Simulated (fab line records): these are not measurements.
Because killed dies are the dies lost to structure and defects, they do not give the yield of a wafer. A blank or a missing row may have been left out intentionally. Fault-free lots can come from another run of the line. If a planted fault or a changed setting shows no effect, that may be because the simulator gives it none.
fab line records | flow sky130
record lots=7 | wafers=21 | lastDay=50
route steps=708 shown SONOS_TUNNEL@156 SONOS_ONO@168
lots that met no fault: from a run of the same line without faults
startH: hours from the record's opening day to when the first of the lot's shown wafers began | waitH: how many hours have passed since the lot's step before this one | " unchanged from the row above | L1.1+2: a single row standing in for several wafers | - either no value or no given start | * or withheld: withheld | < > ~ a bound
route shown NAME@n: names a module that has steps shown in the file, with the first one's number in the route | usual: mean/standard deviation taken from wafers without a fault | same: alike in all rows | chamber/n: place in a boat | sites: readings site by site | _std_site: the values' standard deviation | _edge_site: outer sites' mean less inner sites' | radiusMm: how far each site lies from the wafer's centre | mask NAME#n: copy n | behind: the last tool/chamber to shape the wafer | hold: what put the lot on hold/how long, in hours/how the hold closed | device: which transistor (n, p or np) failed to switch | end of line: tests run on the same wafers once the route is complete | step lacking rows: just its recipe | killed: not the wafer's yield, but the dies lost to structure and defects at the first sort | map: the dies of a wafer, with x for killed, . for not killed, _ for no die there
set.NAME: the setting as run; set.NAME@STEP: as run at that earlier step | model.NAME: the simulator's own value behind a step, which no gauge read
a table for each step, a row for each wafer; lots at some steps of the route
services: when a tool's chamber went out of use (startH, in hours from the record's first day, below 0 if earlier), for how many hours, and the reason
## steps
# step SKY_SONOS_TUNNEL_COAT_02
# recipe resist=NOVOLAK | spinRpm=3000 | resistThkNm=1140
# step SKY_SONOS_TUNNEL_SOFTBAKE_03
# recipe tempC=90 | timeS=60 | resist=NOVOLAK
# step SKY_SONOS_TUNNEL_EXPOSE_04
# recipe maskId=TUNM | na=0.6 | sourceShape=conventional | sigmaOuter=0.6 | polarization=unpolarized | targetCdNm=410 | doseMj=136
# step SKY_SONOS_TUNNEL_PEB_05
# recipe tempC=withheld | timeS=* | resist=NOVOLAK
# step SKY_SONOS_TUNNEL_DEVELOP_06
# recipe resist=NOVOLAK | developer=TMAH | developTimeS=60 | devTempC=23
# step SKY_SONOS_TUNNEL_CD_MEAS_07
# recipe targetCdNm=410
# usual cdNm=409.3/2.5
lot.wafer | tool     | chamber | startH | waitH | cdNm
L868.1    | cdSem-02 | -       | 257.60 | 0.2   | 409.7
L868.2    | "        | -       | "      | "     | 409.9
L868.4    | "        | -       | "      | "     | 410.3
L870.1    | cdSem-01 | -       | 275.58 | 0.1   | 407.2
L870.3    | "        | -       | "      | "     | 410.1
L870.5    | "        | -       | "      | "     | 409.6
L885.1    | cdSem-02 | -       | 388.24 | 0.1   | 405.3
L885.3    | "        | -       | "      | "     | 407.5
L885.5    | "        | -       | "      | "     | 405.3
L886.2    | cdSem-01 | -       | 403.81 | 0.1   | 411.2
L886.3    | "        | -       | "      | "     | 411.3
L886.4    | "        | -       | "      | "     | 409.3
L887.2    | cdSem-01 | -       | 413.80 | 0.1   | 410.2
L887.5    | "        | -       | "      | "     | 408.5
L887.6    | "        | -       | "      | "     | 410.5
L888.2    | cdSem-02 | -       | 419.86 | 0.1   | 407.3
L888.3    | "        | -       | "      | "     | 408.0
L888.6    | "        | -       | "      | "     | 410.5
L889.2    | cdSem-02 | -       | 421.85 | 0.1   | 412.2
L889.5    | "        | -       | "      | "     | 413.1
L889.6    | "        | -       | "      | "     | 411.3
# step SKY_SONOS_TUNNEL_OVL_MEAS_08
# usual SONOS_TUNNEL_OVL=-0.6/1.5
lot.wafer | tool       | chamber | startH | waitH | SONOS_TUNNEL_OVL[nm]
L868.1    | overlay-01 | -       | 257.72 | 0.1   | 0.4
L868.2    | "          | -       | "      | "     | 0.3
L868.4    | "          | -       | "      | "     | 1.9
L870.1    | overlay-01 | -       | 275.70 | 0.1   | -0.1
L870.3    | "          | -       | "      | "     | -0.2
L870.5    | "          | -       | "      | "     | -0.5
L885.1    | overlay-01 | -       | 388.36 | 0.1   | 2.3
L885.3    | "          | -       | "      | "     | 2.1
L885.5    | "          | -       | "      | "     | 2.0
L886.2    | overlay-01 | -       | 403.91 | 0.1   | -3.6
L886.3    | "          | -       | "      | "     | -1.9
L886.4    | "          | -       | "      | "     | -2.9
L887.2    | overlay-02 | -       | 413.91 | 0.1   | -1.7
L887.5    | "          | -       | "      | "     | -0.7
L887.6    | "          | -       | "      | "     | -0.4
L888.2    | overlay-01 | -       | 419.98 | 0.1   | -0.4
L888.3    | "          | -       | "      | "     | -1.4
L888.6    | "          | -       | "      | "     | 0.4
L889.2    | overlay-02 | -       | 421.96 | 0.1   | -0.6
L889.5    | "          | -       | "      | "     | -0.9
L889.6    | "          | -       | "      | "     | -0.8
# step SKY_SONOS_TUNNEL_IMPLANT_09
# recipe species=B | energyKev=20 | doseCm2=1e+12 | tiltDeg=withheld
# step SKY_SONOS_TUNNEL_WET_ETCH_10
# recipe chemistry=dHF | targetDepthNm=14 | target=SiO2 | dilution=100:1 | tempC=25 | timeS=280
# step SKY_SONOS_TUNNEL_STRIP_11
# recipe chemistry=SPM | timeS=600 | tempC=130
# step SKY_SONOS_TUNNEL_TW_MEAS_12
# usual SONOS_TUNNEL_TW=198.5/1.1
lot.wafer | tool         | chamber | startH | waitH | SONOS_TUNNEL_TW
L868.1    | filmMetro-02 | -       | 258.16 | 0.0   | 199.5
L868.2    | "            | -       | "      | "     | 198.5
L868.4    | "            | -       | "      | "     | 198.7
L870.1    | filmMetro-02 | -       | 276.16 | 0.0   | 199.5
L870.3    | "            | -       | "      | "     | 200.1
L870.5    | "            | -       | "      | "     | 199.1
L885.1    | filmMetro-04 | -       | 388.80 | 0.0   | 196.3
L885.3    | "            | -       | "      | "     | 197.2
L885.5    | "            | -       | "      | "     | 197.1
L886.2    | filmMetro-02 | -       | 404.37 | 0.0   | 198.4
L886.3    | "            | -       | "      | "     | 198.2
L886.4    | "            | -       | "      | "     | 198.7
L887.2    | filmMetro-04 | -       | 414.37 | 0.0   | 196.9
L887.5    | "            | -       | "      | "     | 197.5
L887.6    | "            | -       | "      | "     | 197.8
L888.2    | filmMetro-04 | -       | 420.43 | 0.0   | 197.1
L888.3    | "            | -       | "      | "     | 197.2
L888.6    | "            | -       | "      | "     | 196.5
L889.2    | filmMetro-04 | -       | 422.41 | 0.0   | 196.8
L889.5    | "            | -       | "      | "     | 195.8
L889.6    | "            | -       | "      | "     | 197.6
# step SKY_SONOS_TUNNEL_CLEAN_13
# recipe chemistry=dHF | timeS=20 | dilution=100:1 | dry=ipaMarangoni
# step SKY_SONOS_ONO_OXIDATION_00
# recipe tempC=800 | ambient=O2 | idleTempC=700 | rampUpCPerMin=10 | rampDownCPerMin=3 | stabiliseS=600 | purgeS=300 | targetThkA=26 | oxTimeS=1249
# usual oxTempC=800.0/0.34 | oxTempCMax=804.4/1.4 | zonePowerBottomPct=22/3.4 | zonePowerUpperPct=14.3/1.3
lot.wafer | tool       | chamber | startH | waitH | oxTempC | oxTempCMax | zonePowerBottomPct | zonePowerUpperPct
L868.1    | furnace-02 | 0       | 259.38 | 1.1   | 800.4   | 803.2      | 25                 | 13.0
L868.2    | "          | 0       | "      | "     | 800.1   | 803.4      | 25                 | 12.9
L868.4    | "          | 0       | "      | "     | 800.5   | 803.4      | 25                 | 12.8
L870.1    | furnace-02 | 0       | 276.63 | 0.4   | 800.3   | 803.8      | 25                 | 12.9
L870.3    | "          | 0       | "      | "     | 799.9   | 804.0      | 25                 | 13.1
L870.5    | "          | 0       | "      | "     | 799.7   | 802.4      | 25                 | 13.1
L885.1    | furnace-01 | -       | 391.61 | 2.7   | -       | -          | -                  | -
L885.3    | "          | -       | "      | "     | -       | -          | -                  | -
L885.5    | "          | -       | "      | "     | -       | -          | -                  | -
L886.2    | furnace-01 | -       | 405.17 | 0.7   | -       | -          | -                  | -
L886.3    | "          | -       | "      | "     | -       | -          | -                  | -
L886.4    | "          | -       | "      | "     | -       | -          | -                  | -
L887.2    | furnace-02 | -       | 414.44 | 0.0   | -       | -          | -                  | -
L887.5    | "          | -       | "      | "     | -       | -          | -                  | -
L887.6    | "          | -       | "      | "     | -       | -          | -                  | -
L888.2    | furnace-02 | 0       | 421.62 | 1.1   | 800.0   | 802.8      | 25                 | 12.9
L888.3    | "          | 0       | "      | "     | 800.4   | 803.9      | 25                 | 12.9
L888.6    | "          | 0       | "      | "     | 800.1   | 803.3      | 25                 | 13.0
L889.2    | furnace-01 | 0       | 423.09 | 0.6   | 800.1   | 805.6      | 18                 | 16.0
L889.5    | "          | 0       | "      | "     | 800.6   | 805.4      | 18                 | 15.4
L889.6    | "          | 0       | "      | "     | 800.1   | 804.3      | 19                 | 15.5
# step SKY_SONOS_ONO_CVD_02
# recipe material=Si3N4 | precursor=DCS/NH3 | targetThkNm=10.5 | tempC=770 | timeS=180 | pressureMtorr=250
## services
tool       | chamber | startH | hours | kind
furnace-01 | -       | 257.39 | 8.5   | repair
furnace-01 | -       | 294.08 | 2.8   | pm
furnace-01 | -       | 318.89 | 4.7   | pm
furnace-02 | -       | 325.28 | 3.2   | pm
furnace-01 | -       | 369.06 | 17.2  | pm
## key
firstSign step=SKY_SONOS_ONO_OXIDATION_00 | reading=toolRecord | direction=missing
effect none on later readings
metAt SKY_SONOS_ONO_OXIDATION_00
struckWafers L885.1,L885.3,L885.5,L886.2,L886.3,L886.4,L887.2,L887.5,L887.6
laterRowsLeftOut L885.1,L885.3,L885.5,L886.2,L886.3,L886.4,L887.2,L887.5,L887.6
sortLeftOut L885.1,L885.3,L885.5,L886.2,L886.3,L886.4,L887.2,L887.5,L887.6
testerLeftOut L885,L886,L887
onsetBetween 276.63 391.61
fault kind=skippedStepWhole | tool=furnace-01,furnace-02 | chamber=- | onsetH=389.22 | steps=SKY_SONOS_ONO_OXIDATION_00 | scope=struckLotsOnly
# testerLeftOut: of these lots the tester's yield and bins aren't shown, on N5 and GAA mostly nor the transistor test; their killed dies are dies lost to structure and defects alone, not to doping, threshold or leakage, so they don't give the yield
# sortLeftOut: the simulated sort isn't trusted on such a fault, so these wafers' sort isn't shown, and their yield isn't known
# laterRowsLeftOut: the simulator's readings of these wafers behind a module that went badly wrong aren't trusted and aren't shown, but for the sort
